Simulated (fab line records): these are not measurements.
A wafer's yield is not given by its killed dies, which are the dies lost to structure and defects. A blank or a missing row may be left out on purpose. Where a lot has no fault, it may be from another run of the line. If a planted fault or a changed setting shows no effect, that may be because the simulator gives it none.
Comparing a struck lot with a sound one ; flow sky130 ; 18 out of 708 route steps
Sound: the wafers L608.1, L608.2, L608.4. Struck: wafers L603.2, L603.3. At the end, the cause is stated.
Order at every step that has rows: each side's tool, ch and its chambers, its first start. Under that, the readings that differ: sound wafers ; struck wafers ; difference of the means ; sigmas: that difference in standard deviations of wafers without a fault.
alike: readings with means less than 2 such deviations apart, plus words and numbers identical on both sides. not compared: withheld readings, readings lacking a value on some wafer, bounds such as >300 that could conceal the same value, and numbers that have no deviation in the record and whose values overlap.
A row with sigmas, a row that says differs or no value, or rows on one side alone: a step with any of these is where the two part. Non-overlapping numbers with no deviation appear without sigmas and do not part them. A reading missing from all wafers of one side parts the sides only when that side holds two or more wafers.

first, 3 steps without rows for these wafers: SKY_VIA3_EXPOSE_09 (exposes mask VIM3, target cd 200 nm); SKY_VIA3_PEB_10; SKY_VIA3_DEVELOP_11 (develop time 60 s).
SKY_VIA3_CD_MEAS_12 targets a cd of 200 nm.
  sound on cd_sem-01 at day 44 07:26; struck on cd_sem-02 at day 43 11:29
  alike: cd_nm
SKY_VIA3_OVL_MEAS_13:
  sound on overlay-01 at day 44 07:34; struck on overlay-02 at day 43 11:35
  alike: VIA3_OVL
SKY_VIA3_ETCH_14: etches BARC in N2/H2, stops on SiO2, time 45.9 s, target depth 60 nm.
  sound on rie_diel-01 ch 0,2,3, day 44 07:36; struck on rie_diel-02 ch 2,3, day 43 11:37
reading;sound;struck;difference;sigmas
rf_hours_counter_h (h);16 17 15;18 21;+4;
  alike: drypump_motor_current_A, h2_flow_sccm, oes_product_au, throttle_valve_pct
SKY_VIA3_ETCH_15: etches SiO2 in C4F8/O2/Ar, stops on TiN, target depth 507 nm, time 78 s.
  sound on rie_diel-01 ch 0,2,3, day 44 07:38; struck on rie_diel-02 ch 2,3, day 43 11:39
reading;sound;struck;difference;sigmas
rf_hours_counter_h (h);16 17 15;18 21;+4;
  alike: oes_product_au
SKY_VIA3_STRIP_16: strips in O2/N2.
  sound on plasma_asher-04 ch 0,1, day 44 07:42; struck on plasma_asher-02 ch 0,1, day 43 11:43
reading;sound;struck;difference;sigmas
strip_time_to_endpoint_s (s);4.181 4.176 4.179;4.107 4.157;-0.047;-2
  alike: drypump_motor_current_A, o2_flow_sccm, oes_product_au
  not compared: rf_hours_counter_h
then, 3 steps without rows for these wafers: SKY_VIA3_STRIP_17 (strips in post etch residue remover, time 1200 s); SKY_VIA3_CLEAN_18 (cleans in IPA, time 180 s); SKY_VIA3_CLEAN_19 (cleans in O3/DIW).
SKY_VIA3_SPUTTER_20: material TiN, target thk 20 nm, time 80 s.
  sound on pvd_sputter-04 at day 44 08:19; struck on pvd_sputter-03 at day 43 12:19
  alike: throttle_valve_pct
SKY_VIA3_CVD_21: deposits W, target thk 390 nm, time 117.31 s.
  sound on cvd_w-02 ch 0,1, day 44 08:23; struck on cvd_w-01 ch 0,1, day 43 12:22
reading;sound;struck;difference;sigmas
model.W_of_VIA3_CVD_21.thk_nm (nm);392.7 402.7 405;684.4 693;+288.6;
  alike: heater_power_w
SKY_VIA3_RS_MEAS_22: measurement is done with a four-point probe.
  sound on film_metro-03 at day 44 08:31; struck on film_metro-03 at day 43 12:31
reading;sound;struck;difference;sigmas
VIA3_W_RS (ohm/sq);0.292 0.284 0.282;0.166 0.164;-0.121;-26
SKY_VIA3_THK_MEAS_23: measures by xrf.
  sound on film_metro-03 at day 44 08:38; struck on film_metro-03 at day 43 12:37
reading;sound;struck;difference;sigmas
VIA3_W_THK (nm);382 390 393;- -;no value on the struck wafers;
SKY_VIA3_CMP_24: polishes, stops on SiO2, t overpolish 20 s, target thk 0 nm.
  sound on cmp-02 ch 0,1,2, day 44 08:44; struck on cmp-01 ch 0,2, day 43 12:43
reading;sound;struck;difference;sigmas
time_to_endpoint_s (s);95 97 93;171 173;+77;+23
  alike: motor_current_A
SKY_METAL4_SPUTTER_00: material Ti, target thk 15 nm, time 10 s.
  sound on pvd_sputter-03 at day 44 08:59; struck on pvd_sputter-04 at day 43 12:58
  alike: throttle_valve_pct
-- the record jumps here: 5 days lie between the struck wafers' starts before and after (it left off in module METAL4 and takes up again in module PAD_OPEN, whose first step shown is number 708 of the route) --
SKY_PAD_OPEN_PROBE_99:
  sound on prober-02 at day 49 14:24; struck on prober-01 at day 48 22:25
  alike: defect_limited_yield, killed_at_M0_to_M3, killed_at_M4_up, killed_at_contacts, killed_at_front_end, killed_at_other, killed_dies, killed_open, killed_short, sort_bin_3_pad_short, sort_bin_5_function, sort_bin_6_memory, sort_n_pass, sort_yield_pct

## WHERE THEY PART
First at SKY_VIA3_STRIP_16; last, within this record, at SKY_VIA3_CMP_24. Later steps at which nothing parts them and some readings are alike: SKY_METAL4_SPUTTER_00, SKY_PAD_OPEN_PROBE_99.

WHY: whatever the simulator had introduced
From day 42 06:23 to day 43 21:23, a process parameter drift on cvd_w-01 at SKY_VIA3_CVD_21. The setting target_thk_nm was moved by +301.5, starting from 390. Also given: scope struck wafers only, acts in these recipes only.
